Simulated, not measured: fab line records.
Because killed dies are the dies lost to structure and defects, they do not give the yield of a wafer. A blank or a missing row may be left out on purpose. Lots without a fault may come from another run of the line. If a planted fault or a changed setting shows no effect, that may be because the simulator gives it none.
Which tool was responsible? | flow gf180mcu | Sampling: 14 lots, 42 wafers, 4 of 602 route steps

## WHAT THE GAUGES SHOWED, per wafer
GF_V2_OVL_MEAS_15.
lot  | measured     | on         | V2_OVL (nm)
L180 | day 20 04:41 | overlay-02 | 4 -1 4
L181 | day 20 17:25 | overlay-01 | -5 -4 -5
L182 | day 21 09:40 | overlay-01 | 4 2 0
L183 | day 21 21:16 | overlay-02 | 0 8 7
L184 | day 22 04:50 | overlay-02 | -4 -4 -6
L193 | day 25 00:37 | overlay-01 | -4 -7 -9
L194 | day 25 17:32 | overlay-02 | 4 -2 3
L196 | day 26 14:50 | overlay-02 | -18 -17 -10
L198 | day 27 18:38 | overlay-01 | 7 -1 3
L199 | day 27 19:20 | overlay-01 | 3 -1 0
L202 | day 27 20:38 | overlay-02 | -15 -13 -7
L203 | day 28 14:26 | overlay-02 | 1 12 12

GF_V4_THK_MEAS_03.
lot  | measured     | on           | V4_CVD_02_THK (nm)
L180 | day 23 09:20 | filmMetro-04 | 840 833 854
L181 | day 23 21:58 | filmMetro-02 | 846 875 859
L182 | day 24 22:04 | filmMetro-04 | 859 872 848
L183 | day 24 23:00 | filmMetro-02 | 835 829 849
L184 | day 25 04:07 | filmMetro-02 | 840 848 861
L193 | day 27 22:14 | filmMetro-01 | 839 850 852
L194 | day 28 11:56 | filmMetro-01 | 839 845 865
L196 | day 29 08:29 | filmMetro-04 | 840 845 861
L198 | day 30 13:34 | filmMetro-04 | 858 853 866
L199 | day 30 11:20 | filmMetro-04 | 846 833 848
L202 | day 30 12:19 | filmMetro-02 | 857 870 849
L203 | day 31 05:06 | filmMetro-04 | 849 839 860

## WHAT TOOL EACH LOT RAN ON (gives the tool, then ch and the chambers of the sampled wafers, and finally the start)
lot  | GF_M2_DEVELOP_13                 | GF_M4_SPUTTER_03
L180 | lithoTrack-02 ch 0, day 19 03:29 | pvdSputter-02, day 22 09:19
L181 | lithoTrack-03 ch 0, day 19 15:16 | pvdSputter-01, day 22 21:40
L182 | lithoTrack-02 ch 0, day 20 07:46 | pvdSputter-04, day 23 13:34
L183 | lithoTrack-02 ch 0, day 20 19:01 | pvdSputter-02, day 24 00:44
L184 | lithoTrack-03 ch 0, day 21 03:38 | pvdSputter-04, day 24 07:43
L187 | lithoTrack-03, day 22 13:41      | -
L188 | lithoTrack-03, day 22 18:17      | -
L193 | lithoTrack-04 ch 0, day 24 02:28 | pvdSputter-04, day 27 00:47
L194 | lithoTrack-02 ch 0, day 24 18:20 | pvdSputter-04, day 27 15:28
L196 | lithoTrack-04 ch 0, day 25 16:04 | pvdSputter-02, day 28 12:02
L198 | lithoTrack-02 ch 0, day 26 19:56 | pvdSputter-04, day 29 17:40
L199 | lithoTrack-02 ch 0, day 26 20:38 | pvdSputter-02, day 29 15:23
L202 | lithoTrack-04 ch 0, day 26 22:25 | pvdSputter-01, day 29 16:04
L203 | lithoTrack-03 ch 0, day 27 16:38 | pvdSputter-02, day 30 09:52
- GF_M2_DEVELOP_13: develop time 60 s.
- GF_M4_SPUTTER_03: material Ti, target thk 10 nm, time 6.7 s.

## WHAT THE TOOLS THEMSELVES READ (means of the sampled wafers that have a number; where no wafer has one, the mark that the record gives instead)
GF_M2_DEVELOP_13.
lot  | tool          | chillPlateTempC (C) | exhaustPa (Pa)
L180 | lithoTrack-02 | 23.07               | 44.0
L181 | lithoTrack-03 | 22.98               | 43.9
L182 | lithoTrack-02 | 23.23               | 44.5
L183 | lithoTrack-02 | 23.04               | 45.2
L184 | lithoTrack-03 | 23.03               | 44.9
L187 | lithoTrack-03 | -                   | -
L188 | lithoTrack-03 | -                   | -
L193 | lithoTrack-04 | 23.09               | 46.4
L194 | lithoTrack-02 | 23.05               | 44.8
L196 | lithoTrack-04 | 22.96               | 43.7
L198 | lithoTrack-02 | 22.98               | 44.6
L199 | lithoTrack-02 | 23.02               | 45.6
L202 | lithoTrack-04 | 22.91               | 45.4
L203 | lithoTrack-03 | 22.94               | 45.7

GF_M4_SPUTTER_03.
lot  | tool          | cathodeDcPowerW (W) | throttleValvePct (%)
L180 | pvdSputter-02 | 3000.0              | 30.1
L181 | pvdSputter-01 | 3000.3              | 29.6
L182 | pvdSputter-04 | 2999.8              | 29.1
L183 | pvdSputter-02 | 3000.0              | 30.5
L184 | pvdSputter-04 | 3000.1              | 29.8
L193 | pvdSputter-04 | 3000.1              | 30.2
L194 | pvdSputter-04 | 3000.6              | 29.8
L196 | pvdSputter-02 | 2999.8              | 29.9
L198 | pvdSputter-04 | 2999.5              | 29.0
L199 | pvdSputter-02 | 3000.1              | 30.0
L202 | pvdSputter-01 | 2999.9              | 29.2
L203 | pvdSputter-02 | 3000.3              | 29.8

## THE ANSWER, worked out from the rows above alone
Rule: the lots themselves supply what counts as usual. Put in order of their means at a reading, lots are off if they are a third of the lots or fewer, leave a main group of 4 or more, and stand apart from it by a gap of 3 or more times the standard deviation of the main group's means; of several such gaps the widest counts. A main group whose means are all the same, to the digits that the tables above print for the reading, isn't used. A lot without any number at a reading at which 4 lots or more have one is off too. Any other lot the step has rows for is counted as sound. Order of review: gauges by route order, followed by the tools' own readings, for which a lot's mean as printed above is used. The first step at which some lot is off is used, and at that step the reading that is off furthest; a lot without a number counts as furthest.
Off: L187, L188 (GF_M2_DEVELOP_13, chillPlateTempC). Without a number there: L187, L188. The main group has a mean of 23.02 C with a standard deviation of 0.081.
A tool fits if, at that step or a process step before it, it ran every lot that is off, and no sound lot after the first of them. No candidate that was tried fits.

## WHAT THE SIMULATOR PUT IN
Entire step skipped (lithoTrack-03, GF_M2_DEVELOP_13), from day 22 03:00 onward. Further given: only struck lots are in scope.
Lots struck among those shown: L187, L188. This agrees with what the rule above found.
